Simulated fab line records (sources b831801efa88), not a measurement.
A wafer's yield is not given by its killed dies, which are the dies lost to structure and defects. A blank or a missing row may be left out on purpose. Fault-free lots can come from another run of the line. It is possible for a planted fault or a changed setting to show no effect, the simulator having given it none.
Which tool was responsible? :: flow sky130 :: 13 lots, 36 wafers sampled, at 1 step of a route of 708

WHAT THE GAUGES READ, wafer by wafer
SKY_FIELD_ISO_BOW_MEAS_00.
lot: L501
measured: day 1 10:00
on: film-metro-02
INCOMING_BOW (um): -6 -5 -7

lot: L503
measured: day 1 20:01
on: film-metro-01
INCOMING_BOW (um): 5 9 2

lot: L504
measured: day 2 01:01
on: film-metro-02
INCOMING_BOW (um): -20 -1 6

lot: L505
measured: day 2 06:01
on: film-metro-02
INCOMING_BOW (um): 4 -9 2

lot: L507
measured: day 2 16:00
on: film-metro-04
INCOMING_BOW (um): -12 6 6

lot: L508
measured: day 2 21:01
on: film-metro-04
INCOMING_BOW (um): 4 -4 3

lot: L509
measured: day 3 02:01
on: film-metro-01
INCOMING_BOW (um): 2 -11 3

lot: L515
measured: day 4 08:00
on: film-metro-01
INCOMING_BOW (um): -9 13

lot: L517
measured: day 4 18:04
on: film-metro-02
INCOMING_BOW (um): 1 6

lot: L518
measured: day 4 23:01
on: film-metro-04
INCOMING_BOW (um): 7 3

lot: L520
measured: day 5 09:00
on: film-metro-01
INCOMING_BOW (um): 10 0 7

lot: L522
measured: day 5 19:01
on: film-metro-04
INCOMING_BOW (um): -1 2 4

lot: L524
measured: day 6 05:01
on: film-metro-04
INCOMING_BOW (um): 8 8 -12

WHICH TOOL RAN EACH LOT (tool, then ch and the chambers of the sampled wafers, then the start)
No process step before these readings appears in the record.

WHAT THE TOOLS THEMSELVES READ (means of the sampled wafers that have a number; where no wafer has one, the mark that the record gives instead)
The record holds no such reading with a usual standard deviation.

THE ANSWER, worked out from the rows above alone
Rule: the usual values come from the lots themselves. Put in order of their means at a reading, lots are off if they are a third of the lots or fewer, leave a main group of 4 or more, and stand apart from it by a gap of 3 or more times the standard deviation of the main group's means; of several such gaps the widest counts. A main group is skipped when, at the precision printed for the reading in the tables above, its means are all equal. A lot without any number at a reading at which 4 lots or more have one is off too. All remaining lots with rows at the step are treated as sound. The gauges are gone through in route order, then the tools' own readings, and for those a lot's mean is taken as printed above. At the first step where some lot is off, the reading lying furthest off is the one used; lots without a number count as furthest.
No lot is off on any of the readings shown, so nothing can be concluded from this.

WHAT HAD BEEN PUT IN BY THE SIMULATOR
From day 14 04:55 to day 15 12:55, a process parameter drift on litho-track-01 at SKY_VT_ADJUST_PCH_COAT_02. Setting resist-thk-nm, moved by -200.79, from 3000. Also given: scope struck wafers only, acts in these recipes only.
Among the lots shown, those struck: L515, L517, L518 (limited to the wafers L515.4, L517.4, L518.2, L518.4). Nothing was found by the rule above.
